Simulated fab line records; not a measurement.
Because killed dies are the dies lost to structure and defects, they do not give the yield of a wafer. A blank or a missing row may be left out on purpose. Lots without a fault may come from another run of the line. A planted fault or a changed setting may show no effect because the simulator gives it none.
fab line records	flow sky130
record: lots: 12	wafers: 36	lastDay: 50
route steps=708 shown DNWELL@43 VT_ADJUST_NCORE@126 SONOS_ONO@168 LDD_HVN@277
lots untouched by any fault: they come from a run of this same line in which no faults occurred
startH: hours from the record's first day to the start of the lot's first wafer shown	waitH: hours elapsed since this lot's preceding step	" as in the row above	L1.1+2: several wafers, shown together as one row	- no value, or no start was given	* or withheld: withheld	< > ~ a bound
route shown NAME@n: NAME is a module with steps in the file, n the number in the route of the first one	usual: the fault-free wafers' mean and standard deviation	same: alike in all rows	chamber/n: place in a boat	sites: readings site by site	_std_site: the standard deviation of these	_edge_site: inner sites' mean taken away from outer sites' mean	radiusMm: how far each site lies from the wafer's centre	mask NAME#n: copy n	behind: the most recent tool/chamber to have shaped the wafer	hold: reason for holding the lot/hours on hold/outcome of the hold	device: which transistor (n, p or np) failed to switch	end of line: tests of these same wafers at the route's end	for a step that has no rows: nothing shown but its recipe	killed: not the wafer's yield, but the dies lost to structure and defects at the first sort	map: dies across one wafer; x = killed, . = not, _ = none there
set.NAME: the run value of the setting; set.NAME@STEP: its run value at that earlier step	model.NAME: the simulator's own value behind a step, which no gauge read
steps of the route over a sample of lots; a table a step, a row a wafer
services: from which hour (startH, from the record's first day; less than 0 if before it) a tool's chamber was out of use, for how many hours, and why
== steps ==
step: SKY_DNWELL_STRIP_08
recipe: chemistry: O2/N2	powerW: 1400	pressureMtorr: 1500	platenTempC: withheld	o2FlowSccm: 3000	n2FlowSccm: 300	overashFraction: 0.5
usual: drypumpMotorCurrentA: 5.9/0.37	oesProductAu: 0.722/0.0044	stripTimeToEndpointS: 36.91/0.11
lot.wafer	tool	chamber	startH	waitH	drypumpMotorCurrentA	oesProductAu	rfHoursCounterH	stripTimeToEndpointS
L920.2	plasmaAsher-01	0	64.69	0.1	5.7	0.720	40	36.88
L920.3	"	1	"	"	6.6	0.714	-	36.88
L920.4	"	0	"	"	5.7	0.726	-	36.97
L922.1	plasmaAsher-04	0	77.64	0.1	5.7	0.725	24	36.97
L922.5	"	1	"	"	6.0	0.721	-	36.92
L922.6	"	0	"	"	5.8	0.727	-	36.98
L923.3	plasmaAsher-04	1	83.40	0.1	6.1	0.722	-	37.00
L923.4	"	0	"	"	5.8	0.718	-	36.95
L923.5	"	1	"	"	6.1	0.729	-	37.00
L925.1	plasmaAsher-01	1	90.64	0.1	6.6	0.724	42	36.84
L925.3	"	0	"	"	5.7	0.712	-	36.98
L925.5	"	1	"	"	6.6	0.723	-	36.91
L931.2	plasmaAsher-03	0	123.62	0.1	5.3	0.723	47	36.88
L931.3	"	0	"	"	5.3	0.715	-	36.76
L931.5	"	1	"	"	5.8	0.724	-	36.91
L932.2	plasmaAsher-03	0	128.67	0.1	5.3	0.718	48	36.78
L932.5	"	1	"	"	5.7	0.722	-	36.90
L932.6	"	0	"	"	5.3	0.728	-	36.76
L933.1	plasmaAsher-04	0	131.72	0.1	5.8	0.721	31	37.05
L933.4	"	0	"	"	5.8	0.730	-	37.11
L933.6	"	0	"	"	5.8	0.726	-	37.10
L935.1	plasmaAsher-01	0	159.84	0.1	5.7	0.716	51	36.94
L935.5	"	1	"	"	6.5	0.720	-	36.83
L935.6	"	0	"	"	5.7	0.722	-	36.74
L937.1	plasmaAsher-01	0	167.74	0.1	5.7	0.725	52	36.90
L937.2	"	1	"	"	6.6	0.723	52	36.95
L937.6	"	0	"	"	5.7	0.724	-	36.99
L936.2	plasmaAsher-04	1	167.74	0.1	6.1	0.723	36	36.82
L936.3	"	0	"	"	5.7	0.723	-	36.93
L936.6	"	0	"	"	5.7	0.728	-	36.93
L938.2	plasmaAsher-04	0	170.89	0.1	5.7	0.726	36	36.96
L938.3	"	0	"	"	5.8	0.715	-	37.00
L938.5	"	1	"	"	6.1	0.726	-	36.88
L940.2	plasmaAsher-01	0	176.84	0.1	5.7	0.727	53	36.72
L940.3	"	1	"	"	6.6	0.719	-	36.76
L940.4	"	0	"	"	5.7	0.731	-	36.73
step: SKY_VT_ADJUST_NCORE_CD_MEAS_07
recipe: targetCdNm: 380
usual: cdNm: 380.2/2.7
lot.wafer	tool	chamber	startH	waitH	cdNm
L920.2	cdSem-02	-	195.06	0.1	377.4
L920.3	"	-	"	"	380.5
L920.4	"	-	"	"	381.4
L922.1	cdSem-02	-	212.14	0.1	382.0
L922.5	"	-	"	"	382.6
L922.6	"	-	"	"	381.4
L923.3	cdSem-02	-	218.33	0.1	383.3
L923.4	"	-	"	"	380.3
L923.5	"	-	"	"	382.2
L925.1	cdSem-02	-	229.44	0.1	381.0
L925.3	"	-	"	"	380.8
L925.5	"	-	"	"	379.7
L931.2	cdSem-02	-	274.66	0.1	375.4
L931.3	"	-	"	"	374.0
L931.5	"	-	"	"	376.0
L932.2	cdSem-02	-	277.31	0.1	375.2
L932.5	"	-	"	"	377.9
L932.6	"	-	"	"	377.1
L933.1	cdSem-01	-	283.74	0.1	376.9
L933.4	"	-	"	"	377.3
L933.6	"	-	"	"	374.9
L935.1	cdSem-02	-	324.19	0.1	381.7
L935.5	"	-	"	"	379.1
L935.6	"	-	"	"	379.3
L937.1	cdSem-01	-	331.29	0.1	375.0
L937.2	"	-	"	"	375.3
L937.6	"	-	"	"	376.8
L936.2	cdSem-01	-	331.91	0.1	384.4
L936.3	"	-	"	"	382.4
L936.6	"	-	"	"	384.9
L938.2	cdSem-02	-	337.86	0.1	380.0
L938.3	"	-	"	"	378.4
L938.5	"	-	"	"	380.8
L940.2	cdSem-02	-	344.61	0.1	376.3
L940.3	"	-	"	"	378.4
L940.4	"	-	"	"	377.7
step: SKY_SONOS_ONO_OXIDATION_00
recipe: tempC: 800	ambient: O2	idleTempC: 700	rampUpCPerMin: 10	rampDownCPerMin: 3	stabiliseS: 600	purgeS: 300	targetThkA: 26	oxTimeS: 1249
usual: spikeTcCentreC: 799.9/1.5	spikeTcLowerC: 801.7/1.1	spikeTcTopC: 812.9/1.3	spikeTcUpperC: 800.7/1.4	tubeCenterTempC: 799.99/0.068	tube_center_temp_C_max: 802.0/0.33
lot.wafer	tool	chamber	startH	waitH	spikeTcCentreC	spikeTcLowerC	spikeTcTopC	spikeTcUpperC	tubeCenterTempC	tube_center_temp_C_max
L920.2	furnace-01	0	264.57	0.0	799.9	800.8	813.0	802.3	799.95	802.1
L920.3	"	0	"	"	796.4	799.2	814.4	801.6	799.89	801.9
L920.4	"	0	"	"	800.9	803.3	813.8	800.9	799.92	801.8
L922.1	furnace-01	0	283.58	0.0	803.6	809.1	818.3	809.1	805.87	808.2
L922.5	"	0	"	"	804.2	806.3	819.9	807.1	805.92	808.2
L922.6	"	0	"	"	805.0	807.4	819.7	809.4	805.9	807.9
L923.3	furnace-01	0	292.48	2.2	804.3	808.2	818.8	808.2	806.01	807.7
L923.4	"	0	"	"	804.5	806.5	819.5	806.8	805.92	807.6
L923.5	"	0	"	"	805.2	807.9	820.2	806.3	805.84	807.9
L925.1	furnace-01	0	304.32	1.2	806.6	807.1	818.4	806.9	805.79	808.8
L925.3	"	0	"	"	803.1	807.3	819.8	808.0	805.91	807.8
L925.5	"	0	"	"	804.1	806.2	819.3	808.3	805.86	807.5
L931.2	furnace-01	0	357.86	2.0	800.4	801.0	813.7	800.0	799.9	801.8
L931.3	"	0	"	"	797.3	801.7	813.2	801.3	799.96	801.9
L931.5	"	0	"	"	799.7	800.9	812.9	802.6	800	802.0
L932.2	furnace-01	0	357.86	0.1	799.3	799.7	813.5	802.0	800.06	802.3
L932.5	"	0	"	"	797.2	800.6	814.0	801.8	800.07	801.9
L932.6	"	0	"	"	799.5	801.1	813.0	803.3	799.95	801.8
L933.1	furnace-01	0	364.20	0.0	799.9	799.3	813.7	802.6	800.15	802.2
L933.4	"	0	"	"	798.9	801.1	813.7	802.1	800.07	802.0
L933.6	"	0	"	"	799.2	800.0	813.6	803.2	800.06	801.8
L935.1	furnace-01	0	410.22	0.5	797.2	800.9	811.8	801.4	799.94	802.3
L935.5	"	0	"	"	797.5	800.5	812.7	802.2	799.94	802.1
L935.6	"	0	"	"	801.3	801.6	812.8	801.3	800.07	802.4
L937.1	furnace-02	0	421.33	0.7	800.4	802.8	811.6	801.3	799.99	802.1
L937.2	"	0	"	"	804.0	801.7	810.8	798.6	800.03	802.3
L937.6	"	0	"	"	801.1	802.1	813.2	799.4	800.04	802.0
L936.2	furnace-02	0	422.67	1.3	800.3	801.1	812.4	799.7	799.95	802.0
L936.3	"	0	"	"	801.0	804.4	812.3	800.4	800.11	801.9
L936.6	"	0	"	"	800.7	801.8	812.9	799.4	799.94	801.7
L938.2	furnace-02	0	429.58	3.7	801.0	802.5	811.4	800.6	800.08	801.8
L938.3	"	0	"	"	799.3	801.9	813.1	798.9	799.98	801.8
L938.5	"	0	"	"	800.9	801.8	813.5	799.7	800.09	802.1
L940.2	furnace-01	0	438.58	3.2	798.4	802.1	813.2	802.8	799.91	802.0
L940.3	"	0	"	"	800.1	800.0	813.9	802.8	800.11	803.0
L940.4	"	0	"	"	799.0	800.4	813.1	801.0	799.94	801.6
step: SKY_SONOS_ONO_THK_MEAS_01
recipe: reads: SiO2_of_SONOS_ONO_OXIDATION_00
usual: SONOS_ONO_OXIDATION_THK: 2.59/0.063
lot.wafer	tool	chamber	startH	waitH	SONOS_ONO_OXIDATION_THK[nm]
L920.2	filmMetro-04	-	265.93	0.0	2.62
L920.3	"	-	"	"	2.67
L920.4	"	-	"	"	2.62
L922.1	filmMetro-01	-	284.92	0.0	2.67
L922.5	"	-	"	"	2.74
L922.6	"	-	"	"	2.73
L923.3	filmMetro-02	-	293.84	0.0	2.80
L923.4	"	-	"	"	2.79
L923.5	"	-	"	"	2.84
L925.1	filmMetro-04	-	305.67	0.0	2.84
L925.3	"	-	"	"	2.74
L925.5	"	-	"	"	2.75
L931.2	filmMetro-01	-	359.22	0.0	2.65
L931.3	"	-	"	"	2.60
L931.5	"	-	"	"	2.65
L932.2	filmMetro-02	-	359.22	0.0	2.63
L932.5	"	-	"	"	2.63
L932.6	"	-	"	"	2.60
L933.1	filmMetro-02	-	365.55	0.0	2.53
L933.4	"	-	"	"	2.55
L933.6	"	-	"	"	2.53
L935.1	filmMetro-01	-	411.57	0.0	2.50
L935.5	"	-	"	"	2.52
L935.6	"	-	"	"	2.50
L937.1	filmMetro-01	-	422.67	0.0	2.63
L937.2	"	-	"	"	2.62
L937.6	"	-	"	"	2.52
L936.2	filmMetro-02	-	424.03	0.0	2.63
L936.3	"	-	"	"	2.63
L936.6	"	-	"	"	2.61
L938.2	filmMetro-02	-	430.94	0.0	2.57
L938.3	"	-	"	"	2.60
L938.5	"	-	"	"	2.57
L940.2	filmMetro-02	-	439.93	0.0	2.60
L940.3	"	-	"	"	2.58
L940.4	"	-	"	"	2.53
step: SKY_LDD_HVN_TW_MEAS_10
usual: LDD_HVN_TW: 1441/7.5
lot.wafer	tool	chamber	startH	waitH	LDD_HVN_TW
L920.2	filmMetro-01	-	478.76	0.1	1428
L920.3	"	-	"	"	1435
L920.4	"	-	"	"	1446
L922.1	filmMetro-03	-	501.40	0.1	1453
L922.5	"	-	"	"	1451
L922.6	"	-	"	"	1445
L923.3	filmMetro-03	-	518.69	0.1	1437
L923.4	"	-	"	"	1446
L923.5	"	-	"	"	1437
L925.1	filmMetro-02	-	524.57	0.1	1438
L925.3	"	-	"	"	1444
L925.5	"	-	"	"	1444
L931.2	filmMetro-03	-	582.41	0.1	1445
L931.3	"	-	"	"	1444
L931.5	"	-	"	"	1452
L932.2	filmMetro-01	-	612.02	0.1	1436
L932.5	"	-	"	"	1432
L932.6	"	-	"	"	1436
L933.1	filmMetro-01	-	612.17	0.1	1434
L933.4	"	-	"	"	1432
L933.6	"	-	"	"	1435
L935.1	filmMetro-03	-	643.12	0.1	1445
L935.5	"	-	"	"	1440
L935.6	"	-	"	"	1441
L936.2	filmMetro-01	-	646.78	0.1	1440
L936.3	"	-	"	"	1440
L936.6	"	-	"	"	1437
L937.1	filmMetro-03	-	647.55	0.1	1440
L937.2	"	-	"	"	1452
L937.6	"	-	"	"	1445
L938.2	filmMetro-03	-	650.43	0.1	1444
L938.3	"	-	"	"	1441
L938.5	"	-	"	"	1450
L940.2	filmMetro-03	-	671.03	0.1	1457
L940.3	"	-	"	"	1454
L940.4	"	-	"	"	1443
== services ==
tool	chamber	startH	hours	kind
plasmaAsher-03	-	64.41	0.9	repair
plasmaAsher-01	-	80.70	6.3	repair
furnace-01	-	90.55	4.3	pm
plasmaAsher-04	-	123.31	2.0	repair
plasmaAsher-04	-	129.92	0.5	repair
furnace-02	-	196.20	3.2	pm
plasmaAsher-01	-	221.07	2.8	pm
furnace-01	-	258.11	3.5	pm
furnace-02	-	288.66	3.5	pm
furnace-01	-	327.61	3.9	pm
furnace-02	-	334.59	5.2	pm
plasmaAsher-01	-	355.25	16.6	repair
furnace-02	-	364.56	3.8	pm
plasmaAsher-01	-	366.61	1.0	repair
plasmaAsher-03	-	421.25	9.0	pm
plasmaAsher-03	0	421.25	9.0	ventCycle
plasmaAsher-03	1	421.25	9.0	ventCycle
furnace-01	-	426.89	4.2	pm
plasmaAsher-03	0	430.25	-	clean
plasmaAsher-03	1	430.25	-	clean
furnace-01	-	434.03	3.1	pm
plasmaAsher-01	-	435.12	40.8	repair
== key ==
firstSign: step: SKY_SONOS_ONO_OXIDATION_00	reading: tubeCenterTempC	direction: up	sigmas: 74	usual: *	struck: *
effect: step: SKY_SONOS_ONO_OXIDATION_00	reading: tube_center_temp_C_max	direction: up	sigmas: 18	usual: *	struck: *
effect: step: SKY_SONOS_ONO_THK_MEAS_01	reading: SONOS_ONO_OXIDATION_THK	direction: up	sigmas: 2.9	usual: 2.59	struck: 2.77
metAt SKY_SONOS_ONO_OXIDATION_00
struckLots L922,L923,L925
testerLeftOut L922,L923,L925
notActingAt SKY_DNWELL_STRIP_08,SKY_VT_ADJUST_NCORE_CD_MEAS_07,SKY_LDD_HVN_TW_MEAS_10
onsetBetween 264.57 283.58
fault: kind: processParameterDrift	tool: furnace-01	chamber: -	onsetH: 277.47	steps: SKY_SONOS_ONO_OXIDATION_00	channel: tempC	offset: *	shape: step	endH: 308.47	actsIn: *	stated: *
testerLeftOut: of these lots the tester's yield and bins aren't shown, on N5 and GAA mostly nor the transistor test; their killed dies are dies lost to structure and defects alone, not to doping, threshold or leakage, so they don't give the yield
